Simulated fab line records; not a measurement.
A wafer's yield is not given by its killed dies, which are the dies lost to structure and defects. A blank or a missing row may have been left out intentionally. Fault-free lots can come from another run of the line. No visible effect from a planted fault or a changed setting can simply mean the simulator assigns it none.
What tool caused it?	flow sky130	10 lots, 30 wafers sampled, at 6 steps of a route of 708

WHAT THE GAUGES READ, wafer by wafer
SKY_NWELL_TW_MEAS_26.
lot	measured	on	NWELL_2_TW
L750	day 5 07:56	film metro-03	495.3 495.1 494.3
L751	day 5 13:49	film metro-01	501.3 498.0 501.5
L753	day 6 02:46	film metro-01	504.4 502.2 504.8
L759	day 7 15:53	film metro-03	495.5 498.4 496.9
L762	day 8 07:59	film metro-01	501.8 500.5 502.0
L763	day 8 13:32	film metro-03	499.2 500.0 499.4
L764	day 8 20:33	film metro-03	497.0 500.1 498.9
L768	day 9 17:01	film metro-03	499.1 496.6 493.7
L772	day 10 23:32	film metro-02	497.3 496.4 497.8
L773	day 11 07:56	film metro-03	501.5 503.8 499.9

SKY_VIA1_RS_MEAS_22: measurement is done with a four-point probe.
lot	measured	on	VIA1_W_RS (ohm/sq)
L750	day 33 22:16	film metro-04	0.434 0.428 0.434
L751	day 34 13:59	film metro-04	0.422 0.424 0.432
L753	day 35 00:49	film metro-01	0.438 0.436 0.435
L759	day 37 01:41	film metro-04	0.427 0.430 0.428
L762	day 37 18:04	film metro-01	0.430 0.434 0.426
L763	day 38 05:34	film metro-01	0.424 0.425 0.422
L764	day 38 11:25	film metro-03	0.426 0.426 0.422
L768	day 39 15:31	film metro-03	0.435 0.429 0.665
L772	day 40 21:11	film metro-04	0.426 0.434 0.671
L773	day 40 23:28	film metro-04	0.435 0.434 0.662

SKY_VIA1_THK_MEAS_23: measures by xrf.
lot	measured	on	VIA1_W_THK (nm)
L750	day 33 22:21	film metro-04	266 271 266
L751	day 34 14:07	film metro-04	271 271 265
L753	day 35 00:56	film metro-01	259 260 261
L759	day 37 01:48	film metro-04	269 270 270
L762	day 37 18:11	film metro-01	265 264 268
L763	day 38 05:41	film metro-01	268 267 269
L764	day 38 11:32	film metro-03	266 268 271
L768	day 39 15:38	film metro-03	262 266 173
L772	day 40 21:19	film metro-04	270 264 173
L773	day 40 23:35	film metro-04	264 266 175

WHICH TOOL RAN EACH LOT (tool, then ch and the chambers of the sampled wafers, then the start)
lot	SKY_FIELD_ISO_CMP_27	SKY_POLY_GATE_ETCH_15	SKY_VIA1_CVD_21
L750	cmp-02 ch 0,1,3, day 2 11:04	rie diel-04 ch 1,2, day 16 08:20	cvd w-02 ch 0,1, day 33 22:08
L751	cmp-02 ch 1,2, day 2 15:11	rie diel-02 ch 1,2,3, day 16 19:07	cvd w-01 ch 0,1, day 34 13:53
L753	cmp-01 ch 0,3, day 3 02:24	rie diel-03 ch 0,2, day 17 10:56	cvd w-02 ch 0,1, day 35 00:43
L759	cmp-02 ch 0,1,2, day 4 08:36	rie diel-02 ch 0,2,3, day 19 18:50	cvd w-01 ch 0,1, day 37 01:35
L762	cmp-01 ch 1,2,3, day 4 23:35	rie diel-04 ch 0,1,3, day 20 19:34	cvd w-01 ch 0,1, day 37 17:58
L763	cmp-02 ch 0,1,2, day 5 05:14	rie diel-04 ch 1,3, day 21 06:26	cvd w-01 ch 1, day 38 05:29
L764	cmp-01 ch 2,3, day 5 11:41	rie diel-03 ch 0,1,2, day 21 13:08	cvd w-01 ch 0,1, day 38 11:20
L768	cmp-02 ch 0,1,3, day 6 06:21	rie diel-04 ch 1,2,3, day 22 22:47	cvd w-01 ch 0,1, day 39 15:25
L772	cmp-01 ch 0,1,3, day 7 07:08	rie diel-04 ch 0,1,2, day 24 10:19	cvd w-01 ch 0,1, day 40 21:06
L773	cmp-02 ch 1,2,3, day 7 11:28	rie diel-02 ch 0,2, day 24 16:53	cvd w-01 ch 1, day 40 23:22
- SKY_FIELD_ISO_CMP_27: polishes, stops on Si3N4, t overpolish 16 s, target thk 457.8 nm.
- SKY_POLY_GATE_ETCH_15: etches BARC in N2/H2, stops on SiO2, time 118.5 s, target depth 110 nm.
- SKY_VIA1_CVD_21: deposits W, target thk 270 nm, time 80.902 s.

AS READ BY THE TOOLS THEMSELVES (means over the sampled wafers that have a number; for cases with no such wafer, the mark the record gives instead)
SKY_FIELD_ISO_CMP_27.
lot	tool	head pressure psi (psi)	motor current A (A)	overpolish run s (s)	slurry flow ml min	time to endpoint s (s)
L750	cmp-02	3.999	11.4	15.999	150.1	105
L751	cmp-02	3.996	13.0	16.006	149.8	108
L753	cmp-01	3.996	12.8	16.002	149.7	114
L759	cmp-02	4.007	12.3	15.995	150.0	111
L762	cmp-01	3.998	12.5	16.005	149.9	114
L763	cmp-02	3.994	12.2	16.000	150.4	111
L764	cmp-01	4.001	12.2	16.000	149.8	111
L768	cmp-02	3.997	11.8	16.010	150.3	108
L772	cmp-01	4.003	12.7	16.010	149.9	116
L773	cmp-02	3.990	13.2	15.996	150.1	110

SKY_POLY_GATE_ETCH_15.
lot	tool	drypump motor current A (A)	n2 flow sccm (sccm)	oes product au (a.u.)	throttle valve pct (%)
L750	rie diel-04	6.3	100.27	0.715	13.209
L751	rie diel-02	5.7	100.15	0.717	13.210
L753	rie diel-03	5.6	99.88	0.719	13.218
L759	rie diel-02	6.0	100.34	0.712	13.208
L762	rie diel-04	6.6	100.02	0.716	13.216
L763	rie diel-04	6.7	100.03	0.712	13.219
L764	rie diel-03	5.5	100.02	0.720	13.204
L768	rie diel-04	6.3	100.13	0.714	13.203
L772	rie diel-04	6.2	100.14	0.716	13.219
L773	rie diel-02	6.0	100.01	0.718	13.216

SKY_VIA1_CVD_21.
lot	tool	heater power w (W)
L750	cvd w-02	808
L751	cvd w-01	940
L753	cvd w-02	789
L759	cvd w-01	933
L762	cvd w-01	981
L763	cvd w-01	998
L764	cvd w-01	976
L768	cvd w-01	970
L772	cvd w-01	993
L773	cvd w-01	1006

THE ANSWER, worked out from the rows above alone
Rule: the usual values come from the lots themselves. The widest of any qualifying gaps counts: lots, ordered by their means at a reading, are off when they make up no more than a third of the lots, leave a main group of 4 or more, and stand apart from it by 3 or more times the standard deviation of that group's means. A main group is skipped when, at the precision printed for the reading in the tables above, its means are all equal. Also off: a lot with no number at a reading for which 4 or more lots have one. Where the step has rows for the other lots, those lots are counted as sound. Order of review: gauges by route order, followed by the tools' own readings, for which a lot's mean as printed above is used. The first step at which some lot is off is used, and at that step the reading that is off furthest; a lot without a number counts as furthest.
Off: L768, L772, L773, at SKY_VIA1_RS_MEAS_22 (VIA1_W_RS). Mean 0.429 ohm/sq and standard deviation 0.0041 in the main group.
A tool fits if, at a process step before that reading, it ran every lot that is off, and no sound lot after the first of them. The gauges at SKY_VIA1_RS_MEAS_22 are tried like those tools. One fits: SKY_VIA1_CVD_21 on cvd w-01. A fault onset in the window from L764 (day 38 11:20, its last sound lot) to L768 (day 39 15:25, its first lot off) fits.

WHAT THE SIMULATOR PUT IN
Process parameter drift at SKY_VIA1_CVD_21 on cvd w-01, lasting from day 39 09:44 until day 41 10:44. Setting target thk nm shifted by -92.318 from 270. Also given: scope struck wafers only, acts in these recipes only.
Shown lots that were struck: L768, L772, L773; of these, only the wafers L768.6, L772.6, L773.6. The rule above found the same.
